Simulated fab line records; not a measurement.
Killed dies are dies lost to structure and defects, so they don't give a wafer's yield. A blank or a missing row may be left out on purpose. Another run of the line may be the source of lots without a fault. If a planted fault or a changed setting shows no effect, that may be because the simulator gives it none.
What tool caused it? -- flow gf180mcu -- 13 lots with 39 wafers sampled at 2 steps, on a route of 602 steps

== WHAT EACH GAUGE READ, for each wafer ==
GF_V1_RS_MEAS_24: uses a four-point probe to measure. Usual: V1_W_RS gives 0.326 ohm/sq (standard deviation 0.0043).
lot,measured,on,V1_W_RS (ohm/sq),flag
L494,day 18 14:10,film-metro-01,0.336 0.329 0.336,
L495,day 18 20:41,film-metro-04,0.328 0.329 0.328,
L496,day 19 10:29,film-metro-04,0.329 0.325 0.332,
L497,day 20 01:59,film-metro-01,0.326 0.320 0.324,
L498,day 20 02:43,film-metro-01,0.329 0.330 0.326,
L499,day 20 09:18,film-metro-03,0.323 0.330 0.325,
L504,day 22 09:52,film-metro-04,0.332 0.329 0.330,
L505,day 22 15:44,film-metro-03,0.323 0.326 0.323,
L512,day 25 04:04,film-metro-03,0.324 0.324 0.326,
L513,day 25 14:46,film-metro-03,0.322 0.323 0.329,
L515,day 26 01:10,film-metro-04,0.325 0.323 0.325,
L514,day 26 02:13,film-metro-04,0.331 0.336 0.337,
L516,day 26 09:23,film-metro-03,0.323 0.318 0.322,

== EACH LOT AND THE TOOL THAT RAN IT (in order: tool; ch and the chambers of the sampled wafers; start) ==
lot,GF_CONTACT_SPUTTER_23
L494,"pvd-sputter-02, day 16 11:49"
L495,"pvd-sputter-02, day 16 17:23"
L496,"pvd-sputter-01, day 17 07:19"
L497,"pvd-sputter-04, day 17 21:10"
L498,"pvd-sputter-01, day 17 22:50"
L499,"pvd-sputter-04, day 18 04:55"
L504,"pvd-sputter-02, day 20 05:55"
L505,"pvd-sputter-04, day 20 11:49"
L512,"pvd-sputter-01, day 23 04:04"
L513,"pvd-sputter-04, day 23 14:46"
L515,"pvd-sputter-02, day 24 01:37"
L514,"pvd-sputter-01, day 24 03:00"
L516,"pvd-sputter-04, day 24 11:54"
- GF_CONTACT_SPUTTER_23: material TiN, target thk 10 nm, time 40 s.

== AS READ BY THE TOOLS THEMSELVES (means over the sampled wafers that have a number; for cases with no such wafer, the mark the record gives instead) ==
GF_CONTACT_SPUTTER_23. Usual: chamber-pressure-pa 5.002 Pa, standard deviation 0.0092; throttle-valve-pct 29.8 %, standard deviation 0.87.
lot,tool,chamber-pressure-pa (Pa),throttle-valve-pct (%),flag
L494,pvd-sputter-02,5.004,29.5,
L495,pvd-sputter-02,5.000,29.9,
L496,pvd-sputter-01,5.005,29.5,
L497,pvd-sputter-04,5.011,29.6,
L498,pvd-sputter-01,5.008,29.5,
L499,pvd-sputter-04,5.002,30.0,
L504,pvd-sputter-02,5.011,30.5,
L505,pvd-sputter-04,4.999,30.2,
L512,pvd-sputter-01,5.003,30.5,
L513,pvd-sputter-04,5.000,30.0,
L515,pvd-sputter-02,5.003,29.1,
L514,pvd-sputter-01,5.001,30.4,
L516,pvd-sputter-04,5.009,29.6,

== THE ANSWER, worked out from the rows above alone ==
Rule: a lot is off if the mean of its wafers that have a number lies more than 3 standard deviations from the usual mean. A lot without any number at a reading at which 4 lots or more have one is off too. The other lots that the step has rows for count as sound. The gauges are gone through in route order, then the tools' own readings, and for those a lot's mean is taken as printed above. The first step at which some lot is off is used, and at that step the reading that is off furthest; a lot without a number counts as furthest.
No lot is off on any of the readings shown, so nothing can be concluded from this.

== WHAT THE SIMULATOR HAD PUT IN ==
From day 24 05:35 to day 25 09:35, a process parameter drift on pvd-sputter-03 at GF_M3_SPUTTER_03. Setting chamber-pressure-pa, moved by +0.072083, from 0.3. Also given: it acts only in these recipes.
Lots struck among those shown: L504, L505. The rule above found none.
